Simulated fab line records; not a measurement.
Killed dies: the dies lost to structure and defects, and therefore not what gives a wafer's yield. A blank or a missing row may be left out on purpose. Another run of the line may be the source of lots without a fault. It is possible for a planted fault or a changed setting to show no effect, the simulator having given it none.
Which tool did it? + flow gf180mcu + Sampling: 13 lots, 39 wafers, 4 of 602 route steps

WHAT THE GAUGES READ, wafer by wafer
GF_HV_LDD_OVL_MEAS_20. Usual: HV_LDD_01_OVL typically reads -0.3 nm, with standard deviation 1.3.
| lot  | measured     | on         | HV_LDD_01_OVL (nm) | flag |
|------|--------------|------------|--------------------|------|
| L906 | day 11 10:51 | overlay-01 | -2.6 -1.1 -2.6     |      |
| L907 | day 11 14:55 | overlay-02 | 0.1 0.3 -0.1       |      |
| L914 | day 13 17:27 | overlay-01 | 1.0 1.4 -0.5       |      |
| L918 | day 14 21:33 | overlay-01 | 0.8 2.2 0.9        |      |
| L919 | day 15 08:26 | overlay-01 | 0.4 0.9 0.2        |      |
| L922 | day 16 05:13 | overlay-01 | 1.7 -0.2 0.3       |      |
| L923 | day 16 15:23 | overlay-01 | -0.4 -2.5 -2.2     |      |
| L924 | day 16 20:27 | overlay-02 | -0.1 -2.0 -2.6     |      |
| L925 | day 17 02:50 | overlay-01 | 0.9 0.6 -0.5       |      |
| L926 | day 17 12:17 | overlay-01 | 1.2 -1.0 0.5       |      |
| L927 | day 17 19:11 | overlay-02 | 0.4 2.2 -0.3       |      |
| L928 | day 18 04:05 | overlay-01 | -0.7 -1.1 -2.1     |      |
| L929 | day 18 13:53 | overlay-02 | -0.6 -2.4 0.4      |      |

GF_PSD_CD_MEAS_07 targets a cd of 400 nm. Usual: 400.2 nm for cdNm, sd 2.3.
| lot  | measured     | on       | cdNm (nm)         | flag |
|------|--------------|----------|-------------------|------|
| L906 | day 15 00:35 | cdSem-01 | 405.3 401.7 401.9 |      |
| L907 | day 15 07:53 | cdSem-02 | 399.7 402.1 400.7 |      |
| L914 | day 17 14:33 | cdSem-01 | 397.3 400.0       |      |
| L918 | day 18 23:47 | cdSem-02 | 400.6 399.2 400.7 |      |
| L919 | day 19 11:43 | cdSem-02 | 398.2 396.5 397.7 |      |
| L922 | day 20 10:56 | cdSem-02 | 402.8 401.8 402.8 |      |
| L923 | day 20 21:28 | cdSem-01 | 403.5 404.5 403.2 |      |
| L924 | day 21 02:55 | cdSem-02 | 400.8 400.1 401.4 |      |
| L925 | day 21 09:07 | cdSem-01 | 399.4 399.0 401.2 |      |
| L926 | day 21 19:04 | cdSem-01 | 399.8 397.7 401.1 |      |
| L927 | day 22 02:19 | cdSem-01 | 397.5 395.1 396.3 |      |
| L928 | day 22 10:59 | cdSem-02 | 403.3 403.5 405.3 |      |
| L929 | day 22 21:16 | cdSem-01 | 399.7 398.2 400.5 |      |

WHAT TOOL EACH LOT RAN ON (gives the tool, then ch and the chambers of the sampled wafers, and finally the start)
| lot  | GF_POLY_GATE_ETCH_12              | GF_HV_LDD_ETCHBACK_58             |
|------|-----------------------------------|-----------------------------------|
| L906 | rieDiel-02 ch 0,1,3, day 9 20:46  | rieDiel-02 ch 0,2,3, day 13 05:42 |
| L907 | rieDiel-03 ch 0,1,3, day 10 00:02 | rieDiel-04 ch 1,2,3, day 13 12:55 |
| L914 | rieDiel-01 ch 2,3, day 11 22:43   | rieDiel-04 ch 0,1,3, day 15 16:09 |
| L918 | rieDiel-01 ch 0,3, day 13 01:52   | rieDiel-03 ch 0,2,3, day 16 22:53 |
| L919 | rieDiel-03 ch 0,1,3, day 13 11:32 | rieDiel-03 ch 0,2,3, day 17 09:45 |
| L922 | rieDiel-01 ch 1,2,3, day 14 07:26 | rieDiel-03 ch 0,3, day 18 07:45   |
| L923 | rieDiel-02 ch 0,2,3, day 14 16:38 | rieDiel-02 ch 0,3, day 18 19:42   |
| L924 | rieDiel-01 ch 0,1, day 14 20:38   | rieDiel-03 ch 1,3, day 19 00:22   |
| L925 | rieDiel-02 ch 0,1,2, day 15 02:13 | rieDiel-02 ch 0,1,2, day 19 06:59 |
| L926 | rieDiel-02 ch 1,2,3, day 15 12:04 | rieDiel-04 ch 0,1,2, day 19 18:08 |
| L927 | rieDiel-01 ch 0,1, day 15 18:01   | rieDiel-02 ch 0,2,3, day 20 01:08 |
| L928 | rieDiel-03 ch 0,1, day 16 02:25   | rieDiel-02 ch 0,1,2, day 20 10:38 |
| L929 | rieDiel-01 ch 0,1, day 16 11:49   | rieDiel-02 ch 0,1,3, day 20 21:35 |
- GF_POLY_GATE_ETCH_12: etches BARC in N2/H2.
- GF_HV_LDD_ETCHBACK_58: etches Si3N4 in CH3F/O2, stops on SiO2, time 100 s, target depth 90 nm.

WHAT THE TOOLS THEMSELVES READ (means of the sampled wafers that have a number; where no wafer has one, the mark that the record gives instead)
GF_POLY_GATE_ETCH_12. Usual: biasW 100.0 W, standard deviation 0.31; drypumpMotorCurrentA 6.0 A, standard deviation 0.47; n2FlowSccm 100.0 sccm, standard deviation 0.33; oesProductAu 0.735 a.u., standard deviation 0.0051; throttleValvePct 13.215 %, standard deviation 0.0079.
| lot  | tool       | biasW (W) | drypumpMotorCurrentA (A) | n2FlowSccm (sccm) | oesProductAu (a.u.) | throttleValvePct (%) | flag |
|------|------------|-----------|--------------------------|-------------------|---------------------|----------------------|------|
| L906 | rieDiel-02 | 100.2     | 5.8                      | 100.4             | 0.737               | 13.209               |      |
| L907 | rieDiel-03 | 100.1     | 6.3                      | 99.8              | 0.739               | 13.215               |      |
| L914 | rieDiel-01 | 100.2     | 6.7                      | 100.4             | 0.735               | 13.220               |      |
| L918 | rieDiel-01 | 99.9      | 6.0                      | 99.8              | 0.735               | 13.219               |      |
| L919 | rieDiel-03 | 100.0     | 6.2                      | 99.9              | 0.739               | 13.208               |      |
| L922 | rieDiel-01 | 100.1     | 6.4                      | 100.2             | 0.735               | 13.214               |      |
| L923 | rieDiel-02 | 100.0     | 5.7                      | 100.2             | 0.732               | 13.209               |      |
| L924 | rieDiel-01 | 100.2     | 5.9                      | 100.1             | 0.738               | 13.217               |      |
| L925 | rieDiel-02 | 99.8      | 6.0                      | 99.7              | 0.726               | 13.213               |      |
| L926 | rieDiel-02 | 100.4     | 5.8                      | 100.1             | 0.737               | 13.215               |      |
| L927 | rieDiel-01 | 100.2     | 5.8                      | 99.9              | 0.734               | 13.215               |      |
| L928 | rieDiel-03 | 100.2     | 6.2                      | 100.0             | 0.733               | 13.212               |      |
| L929 | rieDiel-01 | 100.3     | 5.8                      | 99.9              | 0.733               | 13.219               |      |

GF_HV_LDD_ETCHBACK_58. Usual: biasW 80.03 W, standard deviation 0.22; drypumpMotorCurrentA 5.8 A, standard deviation 0.46; oesProductAu 0.843 a.u., standard deviation 0.0066; throttleValvePct 10.561 %, standard deviation 0.0093.
| lot  | tool       | biasW (W) | drypumpMotorCurrentA (A) | oesProductAu (a.u.) | throttleValvePct (%) | flag |
|------|------------|-----------|--------------------------|---------------------|----------------------|------|
| L906 | rieDiel-02 | 80.08     | 5.6                      | 0.846               | 10.554               |      |
| L907 | rieDiel-04 | 80.18     | 5.9                      | 0.841               | 10.561               |      |
| L914 | rieDiel-04 | 80.18     | 5.6                      | 0.829               | 10.562               |      |
| L918 | rieDiel-03 | 79.84     | 5.8                      | 0.841               | 10.560               |      |
| L919 | rieDiel-03 | 79.97     | 5.7                      | 0.833               | 10.565               |      |
| L922 | rieDiel-03 | 79.87     | 6.1                      | 0.840               | 10.565               |      |
| L923 | rieDiel-02 | 80.00     | 5.6                      | 0.842               | 10.565               |      |
| L924 | rieDiel-03 | 79.95     | 6.3                      | 0.830               | 10.560               |      |
| L925 | rieDiel-02 | 79.98     | 6.0                      | 0.845               | 10.572               |      |
| L926 | rieDiel-04 | 80.02     | 5.7                      | 0.845               | 10.553               |      |
| L927 | rieDiel-02 | 80.03     | 5.6                      | 0.838               | 10.563               |      |
| L928 | rieDiel-02 | 80.18     | 6.0                      | 0.844               | 10.562               |      |
| L929 | rieDiel-02 | 80.18     | 5.8                      | 0.844               | 10.567               |      |

THE ANSWER, worked out from the rows above alone
Rule: take the mean of a lot's wafers that have a number; if it is more than 3 standard deviations from the usual mean, the lot is off. A lot without any number at a reading at which 4 lots or more have one is off too. Any other lot the step has rows for is counted as sound. After the gauges, taken in route order, come the tools' own readings; for these a lot's mean is taken, as printed above. The first step at which some lot is off is used, and at that step the reading that is off furthest; a lot without a number counts as furthest.
No lot is off at any reading shown: from this, nothing can be told.

WHAT THE SIMULATOR HAD INSERTED
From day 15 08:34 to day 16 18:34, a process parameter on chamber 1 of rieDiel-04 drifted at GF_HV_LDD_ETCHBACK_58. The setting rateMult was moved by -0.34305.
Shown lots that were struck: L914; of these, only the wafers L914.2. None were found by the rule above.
